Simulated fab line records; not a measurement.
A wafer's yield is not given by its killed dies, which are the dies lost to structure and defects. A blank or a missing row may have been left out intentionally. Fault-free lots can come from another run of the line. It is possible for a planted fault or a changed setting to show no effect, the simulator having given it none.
fab line records	flow sky130
[record] lots = 6	wafers = 18	lastDay = 50
route steps=708 shown VT_ADJUST_HVTP@93 VT_ADJUST_LVTN@97 PAD_OPEN@708
lots that met no fault: from a run of the same line without faults
startH: hours from the record's opening day to when the first of the lot's shown wafers began	waitH: how many hours have passed since the lot's step before this one	" same as the row above	L1.1+2: a single row standing in for several wafers	- no value, or no start was given	* or withheld: withheld	< > ~ a bound
route shown NAME@n: a module of which the file shows steps, and the number in the route of the first	usual: mean/standard deviation taken from wafers without a fault	same: alike in all rows	chamber/n: place in a boat	sites: readings site by site	_std_site: standard deviation across them	_edge_site: the outer-site mean with the inner-site mean subtracted	radiusMm: for every site, how far away it sits from the centre of the wafer	mask NAME#n: copy n	behind: the last tool/chamber to shape the wafer	hold: reason for holding the lot/hours on hold/outcome of the hold	device: the n, p or np transistor that did not switch	end of line: the same wafers' tests at the end of the route	a step without rows: its recipe alone	killed: dies that structure and defects cost at the first sort, which is not the same as the wafer's yield	map: shows each die of a wafer: x if killed, . if not, _ if none is there
set.NAME: the setting as run; set.NAME@STEP: as run at that earlier step	model.NAME: the simulator's own value behind a step, which no gauge read
lots at selected steps of the route; one table per step, one row per wafer
services: from which hour (startH, from the record's first day; less than 0 if before it) a tool's chamber was out of use, for how many hours, and why
[[steps]]
[step SKY_VT_ADJUST_HVTP_OVL_MEAS_08]
[usual] VT_ADJUST_HVTP_OVL = -0.9/1.2
lot.wafer	tool	chamber	startH	waitH	VT_ADJUST_HVTP_OVL[nm]
L904.1	overlay-02	-	123.06	0.1	-1.9
L904.3	"	-	"	"	-2.9
L904.4	"	-	"	"	-0.3
L906.1	overlay-02	-	136.03	0.1	-3.2
L906.4	"	-	"	"	-2.1
L906.6	"	-	"	"	-2.0
L911.3	overlay-01	-	164.23	0.1	-0.6
L911.4	"	-	"	"	0.9
L911.6	"	-	"	"	0.2
L916.1	overlay-02	-	201.81	0.1	-3.0
L916.2	"	-	"	"	0.1
L916.4	"	-	"	"	-1.8
L921.1	overlay-02	-	228.91	0.1	-2.2
L921.4	"	-	"	"	-1.4
L921.6	"	-	"	"	-2.6
L927.1	overlay-02	-	267.06	0.1	-1.4
L927.2	"	-	"	"	-0.1
L927.4	"	-	"	"	0.4
[step SKY_VT_ADJUST_HVTP_IMPLANT_09]
[recipe] species = As	energyKev = 150	doseCm2 = 4.3e+12	tiltDeg = withheld
[step SKY_VT_ADJUST_HVTP_STRIP_10]
[recipe] chemistry = O2/N2	powerW = 1400	pressureMtorr = 1500	platenTempC = withheld	o2FlowSccm = 3000	n2FlowSccm = 300	overashFraction = 0.5
[usual] drypumpMotorCurrentA = 6.18/0.28	n2FlowSccm = 299.9/0.91	oesProductAu = 0.716/0.0046	stripTimeToEndpointS = 14.19/0.035
lot.wafer	tool	chamber	startH	waitH	drypumpMotorCurrentA	n2FlowSccm	oesProductAu	rfHoursCounterH	stripTimeToEndpointS
L904.1	plasmaAsher-04	1	123.25	0.1	6.41	299.3	0.718	40	14.15
L904.3	"	1	"	"	6.39	300.6	0.716	-	14.21
L904.4	"	0	"	"	6.45	300.1	0.713	-	14.15
L906.1	plasmaAsher-03	1	136.21	0.1	6.34	301.1	0.722	34	14.24
L906.4	"	1	"	"	6.34	300.9	0.720	-	14.19
L906.6	"	0	"	"	6.07	300.8	0.718	-	14.17
L911.3	plasmaAsher-01	0	164.43	0.1	5.87	300.7	0.713	-	14.14
L911.4	"	1	"	"	5.71	298.8	0.716	-	14.17
L911.6	"	1	"	"	5.74	299.5	0.718	-	14.11
L916.1	plasmaAsher-01	1	202.00	0.1	5.69	299.6	0.716	53	14.13
L916.2	"	0	"	"	5.88	298.9	0.714	53	14.13
L916.4	"	1	"	"	5.72	300.4	0.718	-	14.15
L921.1	plasmaAsher-01	0	229.10	0.1	5.87	299.3	0.724	56	14.20
L921.4	"	1	"	"	5.69	301.0	0.717	-	14.19
L921.6	"	0	"	"	5.88	299.2	0.710	-	14.26
L927.1	plasmaAsher-04	1	267.25	0.1	6.46	300.0	0.715	55	14.23
L927.2	"	0	"	"	6.44	300.2	0.712	55	14.23
L927.4	"	0	"	"	6.45	300.7	0.713	-	14.17
[step SKY_VT_ADJUST_HVTP_TW_MEAS_11]
[usual] VT_ADJUST_HVTP_TW = 1370/11
lot.wafer	tool	chamber	startH	waitH	VT_ADJUST_HVTP_TW
L904.1	filmMetro-01	-	123.35	0.1	1362
L904.3	"	-	"	"	1372
L904.4	"	-	"	"	1377
L906.1	filmMetro-04	-	136.31	0.1	1353
L906.4	"	-	"	"	1351
L906.6	"	-	"	"	1353
L911.3	filmMetro-04	-	164.52	0.1	1350
L911.4	"	-	"	"	1362
L911.6	"	-	"	"	1363
L916.1	filmMetro-02	-	202.10	0.1	1372
L916.2	"	-	"	"	1380
L916.4	"	-	"	"	1372
L921.1	filmMetro-01	-	229.20	0.1	1374
L921.4	"	-	"	"	1373
L921.6	"	-	"	"	1368
L927.1	filmMetro-02	-	267.35	0.1	1381
L927.2	"	-	"	"	1372
L927.4	"	-	"	"	1380
[step SKY_VT_ADJUST_LVTN_DEHYDRATE_00]
[recipe] tempC = 200	timeS = 60
[step SKY_VT_ADJUST_LVTN_HMDS_01]
[recipe] primeTimeS = 60	primeTempC = 120
[step SKY_VT_ADJUST_LVTN_COAT_02]
[recipe] spinRpm = 2000	resistThkNm = 3000
[step SKY_VT_ADJUST_LVTN_SOFTBAKE_03]
[recipe] tempC = 110	timeS = withheld
[step SKY_VT_ADJUST_LVTN_EXPOSE_04]
[recipe] maskId = NWM_COMPLEMENT_LESS_NATIVE	na = 0.6	sourceShape = conventional	sigmaOuter = 0.6	polarization = unpolarized	targetCdNm = 840	doseMj = 194
[step SKY_VT_ADJUST_LVTN_PEB_05]
[recipe] tempC = 115	timeS = withheld
[step SKY_VT_ADJUST_LVTN_DEVELOP_06]
[recipe] wallAngleDeg = 90	developer = TMAH	developTimeS = 60	devTempC = 23
[step SKY_VT_ADJUST_LVTN_OVL_MEAS_07]
[usual] VT_ADJUST_LVTN_OVL = -0.2/1.5
lot.wafer	tool	chamber	startH	waitH	VT_ADJUST_LVTN_OVL[nm]
L904.1	overlay-02	-	142.04	-	-0.2
L904.3	"	-	"	"	3.9
L904.4	"	-	"	"	2.0
L906.1	overlay-02	-	155.46	-	0.0
L906.4	"	-	"	"	-0.8
L906.6	"	-	"	"	1.5
L911.3	overlay-01	-	185.09	-	0.0
L911.4	"	-	"	"	1.3
L911.6	"	-	"	"	-0.1
L916.1	overlay-01	-	224.16	-	1.2
L916.2	"	-	"	"	1.5
L916.4	"	-	"	"	-0.7
L921.1	overlay-02	-	252.31	-	0.7
L921.4	"	-	"	"	3.1
L921.6	"	-	"	"	-0.4
L927.1	overlay-01	-	292.47	-	0.9
L927.2	"	-	"	"	3.1
L927.4	"	-	"	"	-0.7
[step SKY_VT_ADJUST_LVTN_IMPLANT_08]
[recipe] species = B	energyKev = 30	doseCm2 = 1.57e+12	tiltDeg = withheld
[usual] doseIonsCm2 = 1.5699e+12/1.7e+09	faradayCurrentUA = 8.84/0.18
[same] implantIonAmu = 11
lot.wafer	tool	chamber	startH	waitH	doseIonsCm2	faradayCurrentUA
L904.1	implanter-04	0	142.08	0.0	1.5687e+12	8.96
L904.3	"	0	"	"	1.5692e+12	8.75
L904.4	"	0	"	"	1.5684e+12	8.95
L906.1	implanter-01	0	155.50	0.0	1.5685e+12	9.02
L906.4	"	0	"	"	1.5692e+12	8.55
L906.6	"	0	"	"	1.5685e+12	8.73
L911.3	implanter-01	0	185.16	0.1	2.0296e+12	11.32
L911.4	"	0	"	"	2.0316e+12	11.29
L911.6	"	0	"	"	2.0279e+12	11.51
L916.1	implanter-01	0	224.20	0.0	2.032e+12	11.28
L916.2	"	0	"	"	2.0322e+12	11.58
L916.4	"	0	"	"	2.0311e+12	11.59
L921.1	implanter-04	0	252.34	0.0	1.571e+12	9.11
L921.4	"	0	"	"	1.5703e+12	8.76
L921.6	"	0	"	"	1.5712e+12	8.99
L927.1	implanter-04	0	292.51	0.0	1.5725e+12	8.91
L927.2	"	0	"	"	1.5698e+12	8.59
L927.4	"	0	"	"	1.5716e+12	8.90
[step SKY_VT_ADJUST_LVTN_STRIP_09]
[recipe] chemistry = O2/N2	powerW = 1400	pressureMtorr = 1500	platenTempC = withheld	o2FlowSccm = 3000	n2FlowSccm = 300	overashFraction = 0.5
[usual] drypumpMotorCurrentA = 6.0/0.58	n2FlowSccm = 299.9/0.87	oesProductAu = 0.722/0.0044	stripTimeToEndpointS = 36.90/0.11
lot.wafer	tool	chamber	startH	waitH	drypumpMotorCurrentA	n2FlowSccm	oesProductAu	rfHoursCounterH	stripTimeToEndpointS
L904.1	plasmaAsher-01	1	142.23	0.1	5.7	300.5	0.722	47	37.07
L904.3	"	0	"	"	5.9	299.7	0.721	-	37.03
L904.4	"	1	"	"	5.7	299.3	0.713	-	37.07
L906.1	plasmaAsher-02	0	155.65	0.1	6.6	300.6	0.720	3	37.03
L906.4	"	1	"	"	4.8	300.6	0.724	-	36.97
L906.6	"	1	"	"	4.9	300.5	0.720	-	36.99
L911.3	plasmaAsher-02	1	185.29	0.1	4.9	299.4	0.727	-	36.79
L911.4	"	0	"	"	6.6	300.4	0.721	-	36.80
L911.6	"	0	"	"	6.6	298.9	0.722	-	36.73
L916.1	plasmaAsher-04	1	224.35	0.1	6.5	298.8	0.724	50	36.82
L916.2	"	0	"	"	6.4	300.0	0.724	50	36.73
L916.4	"	0	"	"	6.4	299.5	0.727	-	36.71
L921.1	plasmaAsher-04	1	252.49	0.1	6.4	301.0	0.714	53	36.83
L921.4	"	0	"	"	6.5	299.4	0.727	-	36.83
L921.6	"	0	"	"	6.4	298.7	0.719	-	36.86
L927.1	plasmaAsher-02	0	292.66	0.1	6.6	300.2	0.719	16	37.02
L927.2	"	1	"	"	4.8	299.5	0.725	16	37.05
L927.4	"	1	"	"	4.8	301.7	0.723	-	37.01
[step SKY_VT_ADJUST_LVTN_TW_MEAS_10]
[usual] VT_ADJUST_LVTN_TW = 244.0/1.7
lot.wafer	tool	chamber	startH	waitH	VT_ADJUST_LVTN_TW
L904.1	filmMetro-02	-	142.33	0.1	244.6
L904.3	"	-	"	"	246.7
L904.4	"	-	"	"	245.8
L906.1	filmMetro-03	-	155.75	0.1	241.6
L906.4	"	-	"	"	242.3
L906.6	"	-	"	"	243.0
L911.3	filmMetro-02	-	185.38	0.1	264.2
L911.4	"	-	"	"	264.7
L911.6	"	-	"	"	265.2
L916.1	filmMetro-03	-	224.45	0.1	260.7
L916.2	"	-	"	"	261.5
L916.4	"	-	"	"	260.6
L921.1	filmMetro-03	-	252.59	0.1	241.8
L921.4	"	-	"	"	241.2
L921.6	"	-	"	"	239.3
L927.1	filmMetro-02	-	292.76	0.1	245.0
L927.2	"	-	"	"	245.4
L927.4	"	-	"	"	244.2
[step SKY_VT_ADJUST_LVTN_DEHYDRATE_11]
[recipe] tempC = 200	timeS = 60
[step SKY_PAD_OPEN_PROBE_99]
[usual] killed_at_M0_to_M3 = 43/7.6	killed_at_M4_up = 2.9/1.7	killedAtContacts = 24/5.5	killedAtFrontEnd = 15/4.2	killedAtOther = 0.3/0.52	killedDies = 86/9.4	killedOpen = 47/7	killedShort = 39/6.4
[same] grossDies = 492	killedAtBackSide = 0
lot.wafer	tool	chamber	startH	waitH	killed_at_M0_to_M3	killed_at_M4_up	killedAtContacts	killedAtFrontEnd	killedAtOther	killedDies	killedOpen	killedShort	model.etest.nfet_01v8_lvt.vtSatV	model.etest.nfet_01v8_lvt.bodyRiseV
L904.1	prober-01	-	1076.27	0.1	26	3	28	17	0	74	37	35	0.5366	0.1463
L904.3	prober-01	-	1076.37	0.2	51	2	31	13	0	97	51	46	0.5174	0.1458
L904.4	prober-01	-	1076.42	0.2	44	3	20	9	0	76	42	34	0.5456	0.1478
L906.1	prober-01	-	1091.23	0.1	42	4	18	18	2	84	45	39	0.5172	0.1437
L906.4	prober-01	-	1091.38	0.2	52	1	30	13	0	96	58	38	0.5335	0.1446
L906.6	prober-01	-	1091.48	0.2	56	1	25	20	0	102	59	43	0.524	0.1466
L911.3	prober-01	-	1121.08	0.2	46	4	16	17	1	84	39	44	0.5403	0.1479
L911.4	prober-01	-	1121.13	0.2	50	0	15	11	0	76	49	27	0.5511	0.1499
L911.6	prober-01	-	1121.23	0.2	35	4	20	8	0	67	32	35	0.5614	0.1488
L916.1	prober-02	-	1151.93	0.1	31	6	19	15	0	71	31	36	0.5512	0.1471
L916.2	prober-02	-	1151.98	0.1	32	3	25	19	0	79	43	35	0.5502	0.146
L916.4	prober-02	-	1152.08	0.2	38	2	29	14	0	83	46	35	0.5524	0.1457
L921.1	prober-01	-	1176.88	0.1	54	1	22	14	0	91	58	33	0.5165	0.1441
L921.4	prober-01	-	1177.03	0.2	37	3	19	15	0	74	42	32	0.5286	0.1438
L921.6	prober-01	-	1177.13	0.2	44	0	22	11	0	77	42	35	0.522	0.1451
L927.1	prober-01	-	1198.83	0.1	42	3	20	25	0	90	51	38	0.5446	0.1493
L927.2	prober-01	-	1198.88	0.1	47	2	21	16	0	86	40	44	0.5436	0.1463
L927.4	prober-01	-	1198.98	0.2	47	3	12	15	0	77	40	37	0.5461	0.1477
// killed by level:class
L904.1 LI_CONTACT:geometricParticle:open=9 CONTACT:geometricParticle:open=9 VIA3:geometricParticle:short=6 FIELD_ISO:geometricParticle:open=5 METAL1:geometricParticle:short=5 LOCAL_INTERCONNECT:geometricParticle:short=4 FIELD_ISO:geometricParticle:short=3 POLY_GATE:geometricParticle:short=3
L904.3 VIA1:geometricParticle:open=14 LOCAL_INTERCONNECT:geometricParticle:short=8 CONTACT:geometricParticle:open=8 METAL1:geometricParticle:short=8 LI_CONTACT:geometricParticle:open=7 VIA3:geometricParticle:open=6 VIA2:geometricParticle:open=5 CONTACT:geometricParticle:short=5
L904.4 VIA1:geometricParticle:open=9 CONTACT:geometricParticle:open=7 VIA1:geometricParticle:short=7 VIA3:geometricParticle:open=6 METAL2:geometricParticle:short=6 FIELD_ISO:geometricParticle:open=5 LI_CONTACT:geometricParticle:open=4 CONTACT:geometricParticle:short=4
L906.1 CONTACT:geometricParticle:open=10 VIA1:geometricParticle:short=10 VIA1:geometricParticle:open=8 FIELD_ISO:geometricParticle:open=7 VIA3:geometricParticle:open=7 METAL2:geometricParticle:short=7 FIELD_ISO:geometricParticle:short=5 VIA2:geometricParticle:open=5
L906.4 VIA1:geometricParticle:open=14 CONTACT:geometricParticle:open=13 VIA2:geometricParticle:open=9 LI_CONTACT:geometricParticle:open=7 VIA3:geometricParticle:open=7 METAL1:geometricParticle:short=6 POLY_GATE:geometricParticle:short=5 CONTACT:geometricParticle:short=5
L906.6 LI_CONTACT:geometricParticle:open=11 METAL1:geometricParticle:short=10 VIA2:geometricParticle:open=9 CONTACT:geometricParticle:open=8 VIA1:geometricParticle:open=8 VIA3:geometricParticle:open=6 FIELD_ISO:geometricParticle:short=5 METAL2:geometricParticle:short=5
L911.3 VIA3:geometricParticle:open=9 VIA1:geometricParticle:open=8 CONTACT:geometricParticle:short=6 METAL1:geometricParticle:short=6 VIA1:geometricParticle:short=6 VIA2:geometricParticle:open=6 FIELD_ISO:geometricParticle:short=5 POLY_GATE:geometricParticle:open=4
L911.4 VIA1:geometricParticle:open=17 VIA3:geometricParticle:open=8 VIA2:geometricParticle:open=7 METAL3:geometricParticle:short=5 LI_CONTACT:geometricParticle:open=4 CONTACT:geometricParticle:short=4 CONTACT:geometricParticle:open=4 METAL2:geometricParticle:short=3
L911.6 CONTACT:geometricParticle:open=9 METAL1:geometricParticle:short=6 METAL2:geometricParticle:short=6 VIA1:geometricParticle:open=6 CONTACT:geometricParticle:short=5 FIELD_ISO:geometricParticle:short=3 LI_CONTACT:geometricParticle:open=3 VIA2:geometricParticle:open=3
L916.1 VIA1:geometricParticle:open=8 CONTACT:geometricParticle:open=7 CONTACT:geometricParticle:short=6 FIELD_ISO:geometricParticle:short=5 POLY_GATE:geometricParticle:short=5 VIA1:geometricParticle:short=4 VIA4:coatMicrobubblePrinted=4 FIELD_ISO:geometricParticle:open=3
L916.2 CONTACT:geometricParticle:open=10 LI_CONTACT:geometricParticle:open=7 POLY_GATE:geometricParticle:open=6 VIA3:geometricParticle:open=5 LI_CONTACT:geometricParticle:short=4 VIA1:geometricParticle:open=4 VIA3:geometricParticle:short=4 METAL2:geometricParticle:short=4
L916.4 CONTACT:geometricParticle:open=15 VIA1:geometricParticle:open=9 VIA3:geometricParticle:open=6 LI_CONTACT:geometricParticle:open=5 VIA1:geometricParticle:short=5 FIELD_ISO:geometricParticle:open=4 FIELD_ISO:geometricParticle:short=4 LOCAL_INTERCONNECT:geometricParticle:short=4
L921.1 VIA1:geometricParticle:open=19 CONTACT:geometricParticle:open=8 VIA2:geometricParticle:open=7 LI_CONTACT:geometricParticle:open=5 VIA1:geometricParticle:short=5 VIA3:geometricParticle:open=5 FIELD_ISO:geometricParticle:open=4 METAL1:geometricParticle:short=4
L921.4 CONTACT:geometricParticle:open=12 VIA3:geometricParticle:open=9 VIA1:geometricParticle:open=6 FIELD_ISO:geometricParticle:short=5 POLY_GATE:geometricParticle:open=5 VIA1:geometricParticle:short=5 POLY_GATE:geometricParticle:short=3 LI_CONTACT:geometricParticle:open=3
L921.6 VIA1:geometricParticle:open=9 CONTACT:geometricParticle:open=8 VIA1:geometricParticle:short=6 LI_CONTACT:geometricParticle:open=6 VIA2:geometricParticle:open=6 METAL2:geometricParticle:short=5 CONTACT:geometricParticle:short=4 METAL1:geometricParticle:short=4
L927.1 FIELD_ISO:geometricParticle:open=9 FIELD_ISO:geometricParticle:short=9 VIA1:geometricParticle:open=8 VIA3:geometricParticle:open=8 CONTACT:geometricParticle:open=6 LI_CONTACT:geometricParticle:open=5 LOCAL_INTERCONNECT:geometricParticle:short=5 VIA3:geometricParticle:short=5
L927.2 LI_CONTACT:geometricParticle:open=8 VIA1:geometricParticle:open=8 METAL1:geometricParticle:short=8 VIA3:geometricParticle:open=7 VIA1:geometricParticle:short=6 METAL2:geometricParticle:short=6 FIELD_ISO:geometricParticle:short=5 CONTACT:geometricParticle:open=5
L927.4 METAL2:geometricParticle:short=8 VIA3:geometricParticle:open=7 VIA1:geometricParticle:open=7 VIA2:geometricParticle:open=7 CONTACT:geometricParticle:short=6 METAL1:geometricParticle:short=6 FIELD_ISO:geometricParticle:open=5 POLY_GATE:geometricParticle:short=4
[[services]]
tool	chamber	startH	hours	kind
plasmaAsher-02	-	108.75	9.0	pm
plasmaAsher-02	0	108.75	9.0	ventCycle
plasmaAsher-02	1	108.75	9.0	ventCycle
plasmaAsher-02	0	117.75	-	clean
plasmaAsher-02	1	117.75	-	clean
implanter-04	-	136.95	4.9	repair
implanter-01	-	144.19	8.0	repair
plasmaAsher-02	-	146.40	5.3	repair
plasmaAsher-04	-	202.63	2.8	pm
plasmaAsher-02	-	232.91	1.6	repair
plasmaAsher-02	-	235.55	0.8	repair
plasmaAsher-02	-	256.78	2.8	pm
implanter-01	-	276.90	2.2	repair
plasmaAsher-01	-	281.11	2.8	pm
plasmaAsher-02	-	286.43	2.3	repair
[[key]]
[firstSign] step = SKY_VT_ADJUST_LVTN_IMPLANT_08	reading = doseIonsCm2	direction = up	sigmas = 99+	usual = *	struck = *
[effect] step = SKY_VT_ADJUST_LVTN_IMPLANT_08	reading = faradayCurrentUA	direction = up	sigmas = 14	usual = 8.84	struck = 11.43
[effect] step = SKY_VT_ADJUST_LVTN_TW_MEAS_10	reading = VT_ADJUST_LVTN_TW	direction = up	sigmas = 11	usual = 244.0	struck = 262.8
[modelEffect] step = SKY_PAD_OPEN_PROBE_99	value = etest.nfet_01v8_lvt.vtSatV	without = 0.5353	struck = 0.5511
metAt SKY_VT_ADJUST_LVTN_IMPLANT_08
struckWafers L911.3,L911.4,L911.6,L916.1,L916.2,L916.4
testerLeftOut L911,L916
onsetBetween 155.50 185.16
[fault] kind = processParameterDrift	tool = implanter-01	chamber = -	onsetH = 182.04	steps = SKY_VT_ADJUST_LVTN_IMPLANT_08	channel = doseCm2	offset = *	shape = step	endH = 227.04	actsIn = *	stated = *
// testerLeftOut: of these lots the tester's yield and bins aren't shown, on N5 and GAA mostly nor the transistor test; their killed dies are dies lost to structure and defects alone, not to doping, threshold or leakage, so they don't give the yield
